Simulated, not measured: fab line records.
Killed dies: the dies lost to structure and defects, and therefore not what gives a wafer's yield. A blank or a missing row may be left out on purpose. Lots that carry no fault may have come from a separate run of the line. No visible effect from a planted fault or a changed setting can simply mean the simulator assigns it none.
fab line records -- flow gf180mcu
[record] lots = 24, wafers = 72, last-day = 34
route steps=602 shown HV_LDD@222 M1@315 V1@336 V2@406 V3@432
lots that met no fault: taken from a fault-free run of the same line
start-h: start of the lot's first displayed wafer, in hours after the record's first day -- wait-h: hours since the lot's step before -- " repeats the value in the row above -- L1.1+2: several wafers, shown together as one row -- - value missing, or start not given -- * or withheld: withheld -- < > ~ a bound
route shown NAME@n: a module of which the file shows steps, and the number in the route of the first -- usual: the fault-free wafers' mean and standard deviation -- same: alike in all rows -- chamber/n: place in a boat -- sites: each site's reading -- _std_site: their standard deviation -- _edge_site: outer sites' mean less inner sites' -- radius-mm: for every site, how far away it sits from the centre of the wafer -- mask NAME#n: copy n -- behind: the tool/chamber that last shaped the wafer -- hold: the reason the lot was held/the length of the hold in hours/how it ended -- device: which transistor (n, p or np) failed to switch -- end of line: the same wafers' tests at the end of the route -- a step without rows: its recipe alone -- killed: count of dies lost to structure and defects at first sort (not the wafer's yield) -- map: dies across one wafer; x = killed, . = not, _ = none there
set.NAME: the setting as run; set.NAME@STEP: as run at that earlier step -- model.NAME: the simulator's own value behind a step, which no gauge read
steps of the route over a sample of lots; a table a step, a row a wafer
services: the hour from which a tool's chamber was out of use, counted from the record's first day as start-h (under 0 if before that day), plus the number of hours and why
[[steps]]
[step GF_HV_LDD_CD_MEAS_46]
[recipe] target-cd-nm = 400
[usual] cd-nm = 399.9/2
lot.wafer,tool,chamber,start-h,wait-h,cd-nm
L074.2,cd-sem-02,-,276.10,0.1,400.6
L074.3,cd-sem-02,-,276.10,0.1,400.5
L074.4,cd-sem-02,-,276.10,0.1,397.2
L075.3,cd-sem-02,-,284.97,0.1,399.2
L075.4,cd-sem-02,-,284.97,0.1,401.5
L075.5,cd-sem-02,-,284.97,0.1,399.7
L076.3,cd-sem-01,-,287.53,0.1,401.3
L076.5,cd-sem-01,-,287.53,0.1,399.5
L076.6,cd-sem-01,-,287.53,0.1,399.3
L077.1,cd-sem-02,-,294.27,0.1,401.2
L077.2,cd-sem-02,-,294.27,0.1,404.3
L077.3,cd-sem-02,-,294.27,0.1,401.8
L078.2,cd-sem-02,-,305.40,0.1,398.7
L078.4,cd-sem-02,-,305.40,0.1,400.7
L078.6,cd-sem-02,-,305.40,0.1,399.7
L079.1,cd-sem-02,-,315.08,0.1,400.9
L079.3,cd-sem-02,-,315.08,0.1,400.9
L079.6,cd-sem-02,-,315.08,0.1,402.0
L080.2,cd-sem-02,-,321.55,0.1,402.6
L080.4,cd-sem-02,-,321.55,0.1,403.7
L080.5,cd-sem-02,-,321.55,0.1,402.3
L081.3,cd-sem-02,-,329.81,0.1,398.8
L081.4,cd-sem-02,-,329.81,0.1,399.1
L081.5,cd-sem-02,-,329.81,0.1,399.1
L082.1,cd-sem-01,-,340.39,0.1,398.5
L082.3,cd-sem-01,-,340.39,0.1,396.0
L082.5,cd-sem-01,-,340.39,0.1,397.5
L083.3,cd-sem-01,-,347.22,0.1,398.4
L083.4,cd-sem-01,-,347.22,0.1,396.9
L083.5,cd-sem-01,-,347.22,0.1,398.8
L084.1,cd-sem-02,-,355.54,0.1,402.0
L084.5,cd-sem-02,-,355.54,0.1,401.7
L084.6,cd-sem-02,-,355.54,0.1,399.8
L085.1,cd-sem-01,-,359.62,0.1,398.0
L085.2,cd-sem-01,-,359.62,0.1,398.6
L085.4,cd-sem-01,-,359.62,0.1,399.1
L086.2,cd-sem-01,-,371.44,0.1,397.7
L086.5,cd-sem-01,-,371.44,0.1,399.2
L086.6,cd-sem-01,-,371.44,0.1,400.7
L087.1,cd-sem-01,-,375.54,0.1,402.6
L087.2,cd-sem-01,-,375.54,0.1,405.5
L087.4,cd-sem-01,-,375.54,0.1,402.9
L088.2,cd-sem-01,-,390.14,0.1,396.5
L088.3,cd-sem-01,-,390.14,0.1,397.5
L088.6,cd-sem-01,-,390.14,0.1,398.0
L089.2,cd-sem-02,-,395.21,0.1,400.8
L089.4,cd-sem-02,-,395.21,0.1,399.2
L089.6,cd-sem-02,-,395.21,0.1,398.6
L090.1,cd-sem-02,-,404.08,0.1,401.7
L090.3,cd-sem-02,-,404.08,0.1,401.7
L090.5,cd-sem-02,-,404.08,0.1,401.9
L091.3,cd-sem-02,-,408.65,0.2,396.7
L091.4,cd-sem-02,-,408.65,0.2,398.5
L091.5,cd-sem-02,-,408.65,0.2,398.2
L092.1,cd-sem-01,-,414.82,0.1,399.0
L092.3,cd-sem-01,-,414.82,0.1,401.2
L092.6,cd-sem-01,-,414.82,0.1,400.9
L093.2,cd-sem-01,-,424.21,0.1,400.3
L093.4,cd-sem-01,-,424.21,0.1,398.5
L093.6,cd-sem-01,-,424.21,0.1,398.8
L094.1,cd-sem-01,-,435.33,0.1,399.7
L094.2,cd-sem-01,-,435.33,0.1,399.4
L094.3,cd-sem-01,-,435.33,0.1,399.7
L095.1,cd-sem-02,-,441.57,0.1,401.3
L095.3,cd-sem-02,-,441.57,0.1,403.9
L095.5,cd-sem-02,-,441.57,0.1,400.1
L096.2,cd-sem-01,-,446.54,0.2,399.7
L096.3,cd-sem-01,-,446.54,0.2,399.3
L096.4,cd-sem-01,-,446.54,0.2,399.5
L097.2,cd-sem-01,-,456.20,0.1,399.7
L097.3,cd-sem-01,-,456.20,0.1,398.9
L097.4,cd-sem-01,-,456.20,0.1,398.1
[step GF_M1_SPUTTER_00]
[recipe] material = Ti, target-thk-nm = 37.5, arriving-ion-energy-ev = 80, substrate-temp-c = 200, chamber-pressure-pa = 2, power-w = 4000, time-s = 150
[usual] throttle-valve-pct = 30.2/1
lot.wafer,tool,chamber,start-h,wait-h,throttle-valve-pct
L074.2,pvd-sputter-04,-,367.83,0.2,31.9
L074.3,pvd-sputter-04,-,367.83,0.2,30.1
L074.4,pvd-sputter-04,-,367.83,0.2,31.1
L075.3,pvd-sputter-01,-,377.53,0.2,30.4
L075.4,pvd-sputter-01,-,377.53,0.2,28.0
L075.5,pvd-sputter-01,-,377.53,0.2,27.8
L076.3,pvd-sputter-04,-,379.04,0.2,30.5
L076.5,pvd-sputter-04,-,379.04,0.2,30.6
L076.6,pvd-sputter-04,-,379.04,0.2,30.1
L077.1,pvd-sputter-04,-,387.89,0.2,30.9
L077.2,pvd-sputter-04,-,387.89,0.2,30.0
L077.3,pvd-sputter-04,-,387.89,0.2,31.8
L078.2,pvd-sputter-04,-,398.74,0.1,30.1
L078.4,pvd-sputter-04,-,398.74,0.1,30.5
L078.6,pvd-sputter-04,-,398.74,0.1,30.0
L079.1,pvd-sputter-04,-,410.74,0.1,31.7
L079.3,pvd-sputter-04,-,410.74,0.1,30.7
L079.6,pvd-sputter-04,-,410.74,0.1,30.7
L080.2,pvd-sputter-03,-,419.48,0.1,30.5
L080.4,pvd-sputter-03,-,419.48,0.1,28.6
L080.5,pvd-sputter-03,-,419.48,0.1,30.3
L081.3,pvd-sputter-04,-,425.83,0.2,30.9
L081.4,pvd-sputter-04,-,425.83,0.2,31.0
L081.5,pvd-sputter-04,-,425.83,0.2,30.8
L082.1,pvd-sputter-03,-,438.89,0.2,28.8
L082.3,pvd-sputter-03,-,438.89,0.2,31.0
L082.5,pvd-sputter-03,-,438.89,0.2,28.5
L083.3,pvd-sputter-01,-,445.41,0.2,30.5
L083.4,pvd-sputter-01,-,445.41,0.2,28.0
L083.5,pvd-sputter-01,-,445.41,0.2,29.6
L084.1,pvd-sputter-01,-,454.03,0.1,29.9
L084.5,pvd-sputter-01,-,454.03,0.1,30.2
L084.6,pvd-sputter-01,-,454.03,0.1,28.0
L085.1,pvd-sputter-01,-,458.26,0.2,28.1
L085.2,pvd-sputter-01,-,458.26,0.2,30.7
L085.4,pvd-sputter-01,-,458.26,0.2,30.3
L086.2,pvd-sputter-04,-,471.59,0.2,31.1
L086.5,pvd-sputter-04,-,471.59,0.2,29.9
L086.6,pvd-sputter-04,-,471.59,0.2,30.6
L087.1,pvd-sputter-03,-,474.89,0.1,31.2
L087.2,pvd-sputter-03,-,474.89,0.1,28.8
L087.4,pvd-sputter-03,-,474.89,0.1,31.1
L088.2,pvd-sputter-03,-,496.13,0.2,28.4
L088.3,pvd-sputter-03,-,496.13,0.2,31.1
L088.6,pvd-sputter-03,-,496.13,0.2,31.0
L089.2,pvd-sputter-04,-,497.68,0.2,31.8
L089.4,pvd-sputter-04,-,497.68,0.2,30.5
L089.6,pvd-sputter-04,-,497.68,0.2,30.0
L090.1,pvd-sputter-01,-,506.59,0.2,28.0
L090.3,pvd-sputter-01,-,506.59,0.2,30.5
L090.5,pvd-sputter-01,-,506.59,0.2,29.7
L091.3,pvd-sputter-01,-,510.69,0.2,30.5
L091.4,pvd-sputter-01,-,510.69,0.2,29.5
L091.5,pvd-sputter-01,-,510.69,0.2,30.4
L092.1,pvd-sputter-01,-,515.90,0.1,28.1
L092.3,pvd-sputter-01,-,515.90,0.1,30.5
L092.6,pvd-sputter-01,-,515.90,0.1,30.4
L093.2,pvd-sputter-03,-,525.11,0.2,31.0
L093.4,pvd-sputter-03,-,525.11,0.2,30.9
L093.6,pvd-sputter-03,-,525.11,0.2,30.4
L094.1,pvd-sputter-01,-,537.05,0.1,28.3
L094.2,pvd-sputter-01,-,537.05,0.1,30.2
L094.3,pvd-sputter-01,-,537.05,0.1,29.6
L095.1,pvd-sputter-03,-,541.48,0.1,31.2
L095.3,pvd-sputter-03,-,541.48,0.1,30.8
L095.5,pvd-sputter-03,-,541.48,0.1,30.8
L096.2,pvd-sputter-03,-,547.14,0.1,31.1
L096.3,pvd-sputter-03,-,547.14,0.1,30.6
L096.4,pvd-sputter-03,-,547.14,0.1,28.5
L097.2,pvd-sputter-04,-,556.14,0.1,31.8
L097.3,pvd-sputter-04,-,556.14,0.1,30.7
L097.4,pvd-sputter-04,-,556.14,0.1,30.5
[step GF_V1_THK_MEAS_01]
[recipe] reads = SiO2_of_V1_CVD_00
[usual] V1_CVD_00_THK = 599/5.4
lot.wafer,tool,chamber,start-h,wait-h,V1_CVD_00_THK[nm]
L074.2,film-metro-04,-,389.75,0.0,603
L074.3,film-metro-04,-,389.75,0.0,600
L074.4,film-metro-04,-,389.75,0.0,600
L075.3,film-metro-04,-,401.01,0.1,592
L075.4,film-metro-04,-,401.01,0.1,599
L075.5,film-metro-04,-,401.01,0.1,593
L076.3,film-metro-03,-,402.26,0.1,605
L076.5,film-metro-03,-,402.26,0.1,600
L076.6,film-metro-03,-,402.26,0.1,600
L077.1,film-metro-04,-,412.09,0.0,605
L077.2,film-metro-04,-,412.09,0.0,603
L077.3,film-metro-04,-,412.09,0.0,606
L078.2,film-metro-02,-,423.32,0.0,598
L078.4,film-metro-02,-,423.32,0.0,597
L078.6,film-metro-02,-,423.32,0.0,599
L079.1,film-metro-03,-,436.01,0.0,593
L079.3,film-metro-03,-,436.01,0.0,588
L079.6,film-metro-03,-,436.01,0.0,594
L080.2,film-metro-03,-,444.34,0.0,599
L080.4,film-metro-03,-,444.34,0.0,606
L080.5,film-metro-03,-,444.34,0.0,599
L081.3,film-metro-02,-,450.33,0.1,605
L081.4,film-metro-02,-,450.33,0.1,598
L081.5,film-metro-02,-,450.33,0.1,599
L082.1,film-metro-03,-,463.58,0.0,595
L082.3,film-metro-03,-,463.58,0.0,590
L082.5,film-metro-03,-,463.58,0.0,591
L083.3,film-metro-02,-,469.45,0.1,603
L083.4,film-metro-02,-,469.45,0.1,604
L083.5,film-metro-02,-,469.45,0.1,607
L084.1,film-metro-02,-,478.56,0.0,596
L084.5,film-metro-02,-,478.56,0.0,600
L084.6,film-metro-02,-,478.56,0.0,596
L085.1,film-metro-03,-,482.93,0.0,587
L085.2,film-metro-03,-,482.93,0.0,597
L085.4,film-metro-03,-,482.93,0.0,595
L086.2,film-metro-04,-,496.93,0.0,600
L086.5,film-metro-04,-,496.93,0.0,597
L086.6,film-metro-04,-,496.93,0.0,603
L087.1,film-metro-04,-,499.87,0.0,595
L087.2,film-metro-04,-,499.87,0.0,595
L087.4,film-metro-04,-,499.87,0.0,598
L088.2,film-metro-04,-,520.83,0.0,592
L088.3,film-metro-04,-,520.83,0.0,595
L088.6,film-metro-04,-,520.83,0.0,594
L089.2,film-metro-04,-,522.13,0.0,597
L089.4,film-metro-04,-,522.13,0.0,587
L089.6,film-metro-04,-,522.13,0.0,599
L090.1,film-metro-03,-,531.13,0.0,595
L090.3,film-metro-03,-,531.13,0.0,602
L090.5,film-metro-03,-,531.13,0.0,593
L091.3,film-metro-03,-,534.52,0.1,607
L091.4,film-metro-03,-,534.52,0.1,607
L091.5,film-metro-03,-,534.52,0.1,598
L092.1,film-metro-03,-,539.14,0.0,602
L092.3,film-metro-03,-,539.14,0.0,597
L092.6,film-metro-03,-,539.14,0.0,597
L093.2,film-metro-03,-,548.95,0.0,597
L093.4,film-metro-03,-,548.95,0.0,598
L093.6,film-metro-03,-,548.95,0.0,597
L094.1,film-metro-02,-,559.71,0.0,598
L094.2,film-metro-02,-,559.71,0.0,606
L094.3,film-metro-02,-,559.71,0.0,610
L095.1,film-metro-04,-,565.77,0.0,610
L095.3,film-metro-04,-,565.77,0.0,605
L095.5,film-metro-04,-,565.77,0.0,599
L096.2,film-metro-02,-,570.02,0.0,606
L096.3,film-metro-02,-,570.02,0.0,596
L096.4,film-metro-02,-,570.02,0.0,602
L097.2,film-metro-03,-,578.99,0.0,594
L097.3,film-metro-03,-,578.99,0.0,591
L097.4,film-metro-03,-,578.99,0.0,586
[step GF_V2_RS_MEAS_24]
[recipe] thk-meas-gauge = four-point-probe, reads = W_of_V2_CVD_23+TiN_of_V2_SPUTTER_22+Ti_of_V2_SPUTTER_21
[usual] V2_W_RS = 0.328/0.0036
lot.wafer,tool,chamber,start-h,wait-h,V2_W_RS[ohm/sq]
L074.2,film-metro-04,-,465.85,0.1,0.330
L074.3,film-metro-04,-,465.85,0.1,0.327
L074.4,film-metro-04,-,465.85,0.1,0.328
L075.3,film-metro-02,-,476.69,0.1,0.324
L075.4,film-metro-02,-,476.69,0.1,0.324
L075.5,film-metro-02,-,476.69,0.1,0.322
L076.3,film-metro-04,-,478.09,0.1,0.326
L076.5,film-metro-04,-,478.09,0.1,0.325
L076.6,film-metro-04,-,478.09,0.1,0.322
L077.1,film-metro-02,-,487.65,0.1,0.331
L077.2,film-metro-02,-,487.65,0.1,0.326
L077.3,film-metro-02,-,487.65,0.1,0.326
L078.2,film-metro-01,-,499.97,0.1,0.328
L078.4,film-metro-01,-,499.97,0.1,0.327
L078.6,film-metro-01,-,499.97,0.1,0.329
L079.1,film-metro-04,-,511.41,0.1,0.323
L079.3,film-metro-04,-,511.41,0.1,0.323
L079.6,film-metro-04,-,511.41,0.1,0.322
L080.2,film-metro-02,-,520.09,0.1,0.330
L080.4,film-metro-02,-,520.09,0.1,0.327
L080.5,film-metro-02,-,520.09,0.1,0.330
L081.3,film-metro-04,-,525.84,0.1,0.335
L081.4,film-metro-04,-,525.84,0.1,0.329
L081.5,film-metro-04,-,525.84,0.1,0.329
L082.1,film-metro-02,-,538.33,0.1,0.331
L082.3,film-metro-02,-,538.33,0.1,0.330
L082.5,film-metro-02,-,538.33,0.1,0.330
L083.3,film-metro-04,-,544.18,0.1,0.330
L083.4,film-metro-04,-,544.18,0.1,0.333
L083.5,film-metro-04,-,544.18,0.1,0.331
L084.1,film-metro-04,-,550.69,0.1,0.329
L084.5,film-metro-04,-,550.69,0.1,0.329
L084.6,film-metro-04,-,550.69,0.1,0.331
L085.1,film-metro-02,-,556.67,0.1,0.326
L085.2,film-metro-02,-,556.67,0.1,0.329
L085.4,film-metro-02,-,556.67,0.1,0.329
L086.2,film-metro-01,-,570.98,0.2,0.328
L086.5,film-metro-01,-,570.98,0.2,0.326
L086.6,film-metro-01,-,570.98,0.2,0.330
L087.1,film-metro-02,-,572.27,0.1,0.325
L087.2,film-metro-02,-,572.27,0.1,0.323
L087.4,film-metro-02,-,572.27,0.1,0.320
L088.2,film-metro-04,-,593.08,0.1,0.327
L088.3,film-metro-04,-,593.08,0.1,0.323
L088.6,film-metro-04,-,593.08,0.1,0.326
L089.2,film-metro-01,-,593.73,0.1,0.335
L089.4,film-metro-01,-,593.73,0.1,0.330
L089.6,film-metro-01,-,593.73,0.1,0.333
L090.1,film-metro-02,-,601.56,0.1,0.331
L090.3,film-metro-02,-,601.56,0.1,0.325
L090.5,film-metro-02,-,601.56,0.1,0.329
L091.3,film-metro-04,-,604.15,0.1,0.327
L091.4,film-metro-04,-,604.15,0.1,0.332
L091.5,film-metro-04,-,604.15,0.1,0.331
L092.1,film-metro-02,-,610.91,0.1,0.330
L092.3,film-metro-02,-,610.91,0.1,0.330
L092.6,film-metro-02,-,610.91,0.1,0.329
L093.2,film-metro-04,-,619.63,0.1,0.331
L093.4,film-metro-04,-,619.63,0.1,0.328
L093.6,film-metro-04,-,619.63,0.1,0.336
L094.1,film-metro-01,-,628.21,0.1,0.331
L094.2,film-metro-01,-,628.21,0.1,0.333
L094.3,film-metro-01,-,628.21,0.1,0.333
L095.1,film-metro-02,-,634.60,0.1,0.329
L095.3,film-metro-02,-,634.60,0.1,0.329
L095.5,film-metro-02,-,634.60,0.1,0.325
L096.2,film-metro-02,-,637.20,0.1,0.332
L096.3,film-metro-02,-,637.20,0.1,0.330
L096.4,film-metro-02,-,637.20,0.1,0.330
L097.2,film-metro-02,-,645.54,0.1,0.337
L097.3,film-metro-02,-,645.54,0.1,0.337
L097.4,film-metro-02,-,645.54,0.1,0.335
[step GF_V2_THK_MEAS_25]
[recipe] thk-meas-gauge = xrf, reads = W_of_V2_CVD_23
[usual] V2_W_THK = 360/5.8
lot.wafer,tool,chamber,start-h,wait-h,V2_W_THK[nm]
L074.2,film-metro-04,-,465.96,0.1,363
L074.3,film-metro-04,-,465.96,0.1,367
L074.4,film-metro-04,-,465.96,0.1,366
L075.3,film-metro-02,-,476.79,0.1,365
L075.4,film-metro-02,-,476.79,0.1,368
L075.5,film-metro-02,-,476.79,0.1,367
L076.3,film-metro-04,-,478.19,0.1,367
L076.5,film-metro-04,-,478.19,0.1,370
L076.6,film-metro-04,-,478.19,0.1,373
L077.1,film-metro-02,-,487.77,0.1,357
L077.2,film-metro-02,-,487.77,0.1,359
L077.3,film-metro-02,-,487.77,0.1,360
L078.2,film-metro-01,-,500.08,0.1,359
L078.4,film-metro-01,-,500.08,0.1,360
L078.6,film-metro-01,-,500.08,0.1,358
L079.1,film-metro-04,-,511.53,0.1,371
L079.3,film-metro-04,-,511.53,0.1,374
L079.6,film-metro-04,-,511.53,0.1,371
L080.2,film-metro-02,-,520.20,0.1,360
L080.4,film-metro-02,-,520.20,0.1,359
L080.5,film-metro-02,-,520.20,0.1,357
L081.3,film-metro-04,-,525.94,0.1,357
L081.4,film-metro-04,-,525.94,0.1,362
L081.5,film-metro-04,-,525.94,0.1,364
L082.1,film-metro-02,-,538.45,0.1,361
L082.3,film-metro-02,-,538.45,0.1,361
L082.5,film-metro-02,-,538.45,0.1,363
L083.3,film-metro-04,-,544.28,0.1,361
L083.4,film-metro-04,-,544.28,0.1,359
L083.5,film-metro-04,-,544.28,0.1,361
L084.1,film-metro-04,-,550.81,0.1,364
L084.5,film-metro-04,-,550.81,0.1,362
L084.6,film-metro-04,-,550.81,0.1,360
L085.1,film-metro-02,-,556.79,0.1,356
L085.2,film-metro-02,-,556.79,0.1,355
L085.4,film-metro-02,-,556.79,0.1,354
L086.2,film-metro-01,-,571.09,0.1,357
L086.5,film-metro-01,-,571.09,0.1,358
L086.6,film-metro-01,-,571.09,0.1,355
L087.1,film-metro-02,-,572.39,0.1,361
L087.2,film-metro-02,-,572.39,0.1,363
L087.4,film-metro-02,-,572.39,0.1,366
L088.2,film-metro-04,-,593.19,0.1,366
L088.3,film-metro-04,-,593.19,0.1,371
L088.6,film-metro-04,-,593.19,0.1,367
L089.2,film-metro-01,-,593.84,0.1,350
L089.4,film-metro-01,-,593.84,0.1,353
L089.6,film-metro-01,-,593.84,0.1,350
L090.1,film-metro-02,-,601.68,0.1,354
L090.3,film-metro-02,-,601.68,0.1,359
L090.5,film-metro-02,-,601.68,0.1,355
L091.3,film-metro-04,-,604.25,0.1,366
L091.4,film-metro-04,-,604.25,0.1,361
L091.5,film-metro-04,-,604.25,0.1,359
L092.1,film-metro-02,-,611.03,0.1,354
L092.3,film-metro-02,-,611.03,0.1,355
L092.6,film-metro-02,-,611.03,0.1,358
L093.2,film-metro-04,-,619.74,0.1,359
L093.4,film-metro-04,-,619.74,0.1,365
L093.6,film-metro-04,-,619.74,0.1,352
L094.1,film-metro-01,-,628.33,0.1,353
L094.2,film-metro-01,-,628.33,0.1,353
L094.3,film-metro-01,-,628.33,0.1,352
L095.1,film-metro-02,-,634.72,0.1,354
L095.3,film-metro-02,-,634.72,0.1,356
L095.5,film-metro-02,-,634.72,0.1,360
L096.2,film-metro-02,-,637.31,0.1,353
L096.3,film-metro-02,-,637.31,0.1,356
L096.4,film-metro-02,-,637.31,0.1,353
L097.2,film-metro-02,-,645.65,0.1,347
L097.3,film-metro-02,-,645.65,0.1,348
L097.4,film-metro-02,-,645.65,0.1,348
[step GF_V3_THK_MEAS_03]
[recipe] reads = SiO2_of_V3_CVD_02
[usual] V3_CVD_02_THK = 849/11
lot.wafer,tool,chamber,start-h,wait-h,V3_CVD_02_THK[nm]
L074.2,film-metro-04,-,490.84,0.0,856
L074.3,film-metro-04,-,490.84,0.0,853
L074.4,film-metro-04,-,490.84,0.0,873
L075.3,film-metro-02,-,502.37,0.1,852
L075.4,film-metro-02,-,502.37,0.1,862
L075.5,film-metro-02,-,502.37,0.1,862
L076.3,film-metro-03,-,503.37,0.1,843
L076.5,film-metro-03,-,503.37,0.1,849
L076.6,film-metro-03,-,503.37,0.1,853
L077.1,film-metro-03,-,512.93,0.0,848
L077.2,film-metro-03,-,512.93,0.0,842
L077.3,film-metro-03,-,512.93,0.0,866
L078.2,film-metro-04,-,523.82,0.0,862
L078.4,film-metro-04,-,523.82,0.0,861
L078.6,film-metro-04,-,523.82,0.0,865
L079.1,film-metro-04,-,535.70,0.0,847
L079.3,film-metro-04,-,535.70,0.0,847
L079.6,film-metro-04,-,535.70,0.0,849
L080.2,film-metro-04,-,544.45,0.0,833
L080.4,film-metro-04,-,544.45,0.0,850
L080.5,film-metro-04,-,544.45,0.0,853
L081.3,film-metro-03,-,548.73,0.1,852
L081.4,film-metro-03,-,548.73,0.1,865
L081.5,film-metro-03,-,548.73,0.1,857
L082.1,film-metro-02,-,562.71,0.0,818
L082.3,film-metro-02,-,562.71,0.0,823
L082.5,film-metro-02,-,562.71,0.0,845
L083.3,film-metro-04,-,567.88,0.1,857
L083.4,film-metro-04,-,567.88,0.1,869
L083.5,film-metro-04,-,567.88,0.1,869
L084.1,film-metro-02,-,576.02,0.0,851
L084.5,film-metro-02,-,576.02,0.0,856
L084.6,film-metro-02,-,576.02,0.0,855
L085.1,film-metro-04,-,580.28,0.0,842
L085.2,film-metro-04,-,580.28,0.0,842
L085.4,film-metro-04,-,580.28,0.0,855
L086.2,film-metro-03,-,594.14,0.0,835
L086.5,film-metro-03,-,594.14,0.0,852
L086.6,film-metro-03,-,594.14,0.0,851
L087.1,film-metro-03,-,595.86,0.0,830
L087.2,film-metro-03,-,595.86,0.0,836
L087.4,film-metro-03,-,595.86,0.0,854
L088.2,film-metro-04,-,615.64,0.0,842
L088.3,film-metro-04,-,615.64,0.0,828
L088.6,film-metro-04,-,615.64,0.0,856
L089.2,film-metro-04,-,619.96,0.0,838
L089.4,film-metro-04,-,619.96,0.0,857
L089.6,film-metro-04,-,619.96,0.0,852
L090.1,film-metro-03,-,623.98,0.0,831
L090.3,film-metro-03,-,623.98,0.0,848
L090.5,film-metro-03,-,623.98,0.0,844
L091.3,film-metro-03,-,626.33,0.1,839
L091.4,film-metro-03,-,626.33,0.1,866
L091.5,film-metro-03,-,626.33,0.1,853
L092.1,film-metro-04,-,632.71,0.0,836
L092.3,film-metro-04,-,632.71,0.0,835
L092.6,film-metro-04,-,632.71,0.0,854
L093.2,film-metro-04,-,642.02,0.0,848
L093.4,film-metro-04,-,642.02,0.0,859
L093.6,film-metro-04,-,642.02,0.0,850
L094.1,film-metro-03,-,650.21,0.0,839
L094.2,film-metro-03,-,650.21,0.0,845
L094.3,film-metro-03,-,650.21,0.0,839
L095.1,film-metro-04,-,655.88,0.0,831
L095.3,film-metro-04,-,655.88,0.0,824
L095.5,film-metro-04,-,655.88,0.0,837
L096.2,film-metro-02,-,658.82,0.0,855
L096.3,film-metro-02,-,658.82,0.0,844
L096.4,film-metro-02,-,658.82,0.0,857
L097.2,film-metro-02,-,666.06,0.0,858
L097.3,film-metro-02,-,666.06,0.0,847
L097.4,film-metro-02,-,666.06,0.0,864
[[services]]
tool,chamber,start-h,hours,kind
pvd-sputter-04,2,345.75,-,consumable-replace:kit
pvd-sputter-04,2,345.75,18.0,scheduled-down
pvd-sputter-04,2,345.75,18.0,vent-cycle
pvd-sputter-01,-,384.16,51.6,repair
pvd-sputter-01,-,435.87,5.7,repair
pvd-sputter-03,2,437.67,-,consumable-replace:kit
pvd-sputter-03,2,437.67,18.0,scheduled-down
pvd-sputter-03,2,437.67,18.0,vent-cycle
pvd-sputter-04,-,445.61,4.3,repair
pvd-sputter-03,-,483.43,1.5,repair
pvd-sputter-01,0,520.77,-,consumable-replace:kit
pvd-sputter-01,0,520.77,18.0,scheduled-down
pvd-sputter-01,0,520.77,18.0,vent-cycle
pvd-sputter-01,-,532.16,1.3,repair
pvd-sputter-04,1,547.90,-,consumable-replace:kit
pvd-sputter-04,1,547.90,18.0,scheduled-down
pvd-sputter-04,1,547.90,18.0,vent-cycle
[[key]]
fault none
